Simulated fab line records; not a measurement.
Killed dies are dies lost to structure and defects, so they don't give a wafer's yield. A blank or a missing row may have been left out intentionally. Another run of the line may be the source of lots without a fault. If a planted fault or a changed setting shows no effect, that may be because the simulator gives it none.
Split-lot trial / flow sfqLine / 5 lots, 27 wafers read, on a route of 325 steps

ABOUT THE SPLIT
At SFQ_TRILAYER_I7_DEP_PECVD_183 (deposits SiO2 from SiH4/N2O, time 111.11 s, target thk 500 nm), the setting timeS was moved away from the recipe's 111.11 s on 9 of the 27 wafers read, by -59.6% to +43.7%. For the rest of the wafers, this setting stayed at what the recipe calls for.

Reading taken at the split's own step.

THE READING
SiO2_of_TRILAYER_I7_DEP_PECVD_183.thkNm (the simulator's own value, which no gauge read), in nm, at SFQ_TRILAYER_I7_DEP_PECVD_183 (deposits SiO2 from SiH4/N2O, time 111.11 s, target thk 500 nm). The file gives no usual value for it. The 18 wafers here that ran the recipe average 499.9 nm, standard deviation 6.9 nm.

wafer=L074.3; tool, chamber at the split=pecvd-03, 2; timeS as run, s=111.11; against the recipe=recipe; SiO2_of_TRILAYER_I7_DEP_PECVD_183.thkNm, nm=498.4; against lot-mates on the recipe=-
wafer=L074.5; tool, chamber at the split=pecvd-03, 0; timeS as run, s=111.11; against the recipe=recipe; SiO2_of_TRILAYER_I7_DEP_PECVD_183.thkNm, nm=514.5; against lot-mates on the recipe=-
wafer=L074.6; tool, chamber at the split=pecvd-03, 2; timeS as run, s=111.11; against the recipe=recipe; SiO2_of_TRILAYER_I7_DEP_PECVD_183.thkNm, nm=505.7; against lot-mates on the recipe=-
wafer=L076.1; tool, chamber at the split=pecvd-04, 0; timeS as run, s=111.11; against the recipe=recipe; SiO2_of_TRILAYER_I7_DEP_PECVD_183.thkNm, nm=492.6; against lot-mates on the recipe=-
wafer=L076.2; tool, chamber at the split=pecvd-04, 2; timeS as run, s=111.11; against the recipe=recipe; SiO2_of_TRILAYER_I7_DEP_PECVD_183.thkNm, nm=496.1; against lot-mates on the recipe=-
wafer=L076.3; tool, chamber at the split=pecvd-04, 2; timeS as run, s=111.11; against the recipe=recipe; SiO2_of_TRILAYER_I7_DEP_PECVD_183.thkNm, nm=504.5; against lot-mates on the recipe=-
wafer=L076.4; tool, chamber at the split=pecvd-04, 0; timeS as run, s=111.11; against the recipe=recipe; SiO2_of_TRILAYER_I7_DEP_PECVD_183.thkNm, nm=491.5; against lot-mates on the recipe=-
wafer=L076.5; tool, chamber at the split=pecvd-04, 0; timeS as run, s=111.11; against the recipe=recipe; SiO2_of_TRILAYER_I7_DEP_PECVD_183.thkNm, nm=496; against lot-mates on the recipe=-
wafer=L076.6; tool, chamber at the split=pecvd-04, 2; timeS as run, s=111.11; against the recipe=recipe; SiO2_of_TRILAYER_I7_DEP_PECVD_183.thkNm, nm=501.4; against lot-mates on the recipe=-
wafer=L077.1; tool, chamber at the split=pecvd-04, 2; timeS as run, s=111.11; against the recipe=recipe; SiO2_of_TRILAYER_I7_DEP_PECVD_183.thkNm, nm=501.4; against lot-mates on the recipe=-
wafer=L077.2; tool, chamber at the split=pecvd-04, 1; timeS as run, s=159.7; against the recipe=+43.7%; SiO2_of_TRILAYER_I7_DEP_PECVD_183.thkNm, nm=718.6; against lot-mates on the recipe=+216.6
wafer=L077.3; tool, chamber at the split=pecvd-04, 0; timeS as run, s=111.11; against the recipe=recipe; SiO2_of_TRILAYER_I7_DEP_PECVD_183.thkNm, nm=494.4; against lot-mates on the recipe=-
wafer=L077.4; tool, chamber at the split=pecvd-04, 1; timeS as run, s=159.7; against the recipe=+43.7%; SiO2_of_TRILAYER_I7_DEP_PECVD_183.thkNm, nm=736.9; against lot-mates on the recipe=+234.9
wafer=L077.5; tool, chamber at the split=pecvd-04, 2; timeS as run, s=111.11; against the recipe=recipe; SiO2_of_TRILAYER_I7_DEP_PECVD_183.thkNm, nm=510.2; against lot-mates on the recipe=-
wafer=L077.6; tool, chamber at the split=pecvd-04, 0; timeS as run, s=159.7; against the recipe=+43.7%; SiO2_of_TRILAYER_I7_DEP_PECVD_183.thkNm, nm=723.3; against lot-mates on the recipe=+221.3
wafer=L081.1; tool, chamber at the split=pecvd-04, 1; timeS as run, s=64.94; against the recipe=-41.6%; SiO2_of_TRILAYER_I7_DEP_PECVD_183.thkNm, nm=292.5; against lot-mates on the recipe=-204.7
wafer=L081.2; tool, chamber at the split=pecvd-04, 0; timeS as run, s=111.11; against the recipe=recipe; SiO2_of_TRILAYER_I7_DEP_PECVD_183.thkNm, nm=488.3; against lot-mates on the recipe=-
wafer=L081.3; tool, chamber at the split=pecvd-04, 2; timeS as run, s=64.94; against the recipe=-41.6%; SiO2_of_TRILAYER_I7_DEP_PECVD_183.thkNm, nm=286.1; against lot-mates on the recipe=-211.1
wafer=L081.4; tool, chamber at the split=pecvd-04, 0; timeS as run, s=64.94; against the recipe=-41.6%; SiO2_of_TRILAYER_I7_DEP_PECVD_183.thkNm, nm=286; against lot-mates on the recipe=-211.2
wafer=L081.5; tool, chamber at the split=pecvd-04, 1; timeS as run, s=111.11; against the recipe=recipe; SiO2_of_TRILAYER_I7_DEP_PECVD_183.thkNm, nm=504.7; against lot-mates on the recipe=-
wafer=L081.6; tool, chamber at the split=pecvd-04, 2; timeS as run, s=111.11; against the recipe=recipe; SiO2_of_TRILAYER_I7_DEP_PECVD_183.thkNm, nm=498.5; against lot-mates on the recipe=-
wafer=L084.1; tool, chamber at the split=pecvd-04, 1; timeS as run, s=111.11; against the recipe=recipe; SiO2_of_TRILAYER_I7_DEP_PECVD_183.thkNm, nm=498.4; against lot-mates on the recipe=-
wafer=L084.2; tool, chamber at the split=pecvd-04, 2; timeS as run, s=111.11; against the recipe=recipe; SiO2_of_TRILAYER_I7_DEP_PECVD_183.thkNm, nm=493.1; against lot-mates on the recipe=-
wafer=L084.3; tool, chamber at the split=pecvd-04, 0; timeS as run, s=44.92; against the recipe=-59.6%; SiO2_of_TRILAYER_I7_DEP_PECVD_183.thkNm, nm=201; against lot-mates on the recipe=-299.2
wafer=L084.4; tool, chamber at the split=pecvd-04, 2; timeS as run, s=44.92; against the recipe=-59.6%; SiO2_of_TRILAYER_I7_DEP_PECVD_183.thkNm, nm=198.6; against lot-mates on the recipe=-301.6
wafer=L084.5; tool, chamber at the split=pecvd-04, 1; timeS as run, s=111.11; against the recipe=recipe; SiO2_of_TRILAYER_I7_DEP_PECVD_183.thkNm, nm=509.2; against lot-mates on the recipe=-
wafer=L084.6; tool, chamber at the split=pecvd-04, 0; timeS as run, s=44.92; against the recipe=-59.6%; SiO2_of_TRILAYER_I7_DEP_PECVD_183.thkNm, nm=201.1; against lot-mates on the recipe=-299.1

FIT RESULTS
A straight line over all 27 wafers: SiO2_of_TRILAYER_I7_DEP_PECVD_183.thkNm changes by +5.09 nm for each +1% of timeS; r = +1.00; the points scatter about the line by 6.7 nm.
The same after taking each lot's own level away (the mean of its wafers on the recipe; 27 wafers): +5.06 nm for each +1%; r = +1.00; scatter 6 nm.
Per that fit: largest timeS move, reading shift of 3e+02 nm.
The span of the lots' own levels, 497.02 to 506.20 nm, comes to 1.3 times the standard deviation stated above.
Consequently the slope shifts little with the lot-to-lot level, the two slopes agreeing.
Check: with one of the wafers moved furthest among these (-59.6%) left out of the fit, the line predicts -301 nm for it against its lot-mates. It came out at -299 nm against them.

OTHER SPLITS ON THESE WAFERS
Note: prior to the reading, these wafers also went through further splits. Each is held against what the fit with the lots' levels taken away leaves over:
other split on the same wafers=SFQ_TRILAYER_I4_VIA_BARC_OPEN_VIA_ETCH_146 timeS; wafers away from the commonest value=9; r with SiO2_of_TRILAYER_I7_DEP_PECVD_183.thkNm (lot level and that fit taken away)=+0.34
other split on the same wafers=SFQ_TRILAYER_M5_BARC_OPEN_METAL_ETCH_161 timeS; wafers away from the commonest value=6; r with SiO2_of_TRILAYER_I7_DEP_PECVD_183.thkNm (lot level and that fit taken away)=-0.28
other split on the same wafers=SFQ_TRILAYER_A5B_DEP_PECVD_129 timeS; wafers away from the commonest value=12; r with SiO2_of_TRILAYER_I7_DEP_PECVD_183.thkNm (lot level and that fit taken away)=-0.09
other split on the same wafers=SFQ_TRILAYER_I5_BARC_OPEN_VIA_ETCH_200 timeS; wafers away from the commonest value=6; r with SiO2_of_TRILAYER_I7_DEP_PECVD_183.thkNm (lot level and that fit taken away)=-0.29
other split on the same wafers=SFQ_TRILAYER_I6_VIA_BARC_OPEN_VIA_ETCH_235 timeS; wafers away from the commonest value=12; r with SiO2_of_TRILAYER_I7_DEP_PECVD_183.thkNm (lot level and that fit taken away)=-0.05

FILE'S OWN FIT
SiO2_of_TRILAYER_I7_DEP_PECVD_183.thkNm changes by +5.06 nm for each +1% of timeS, r = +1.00.
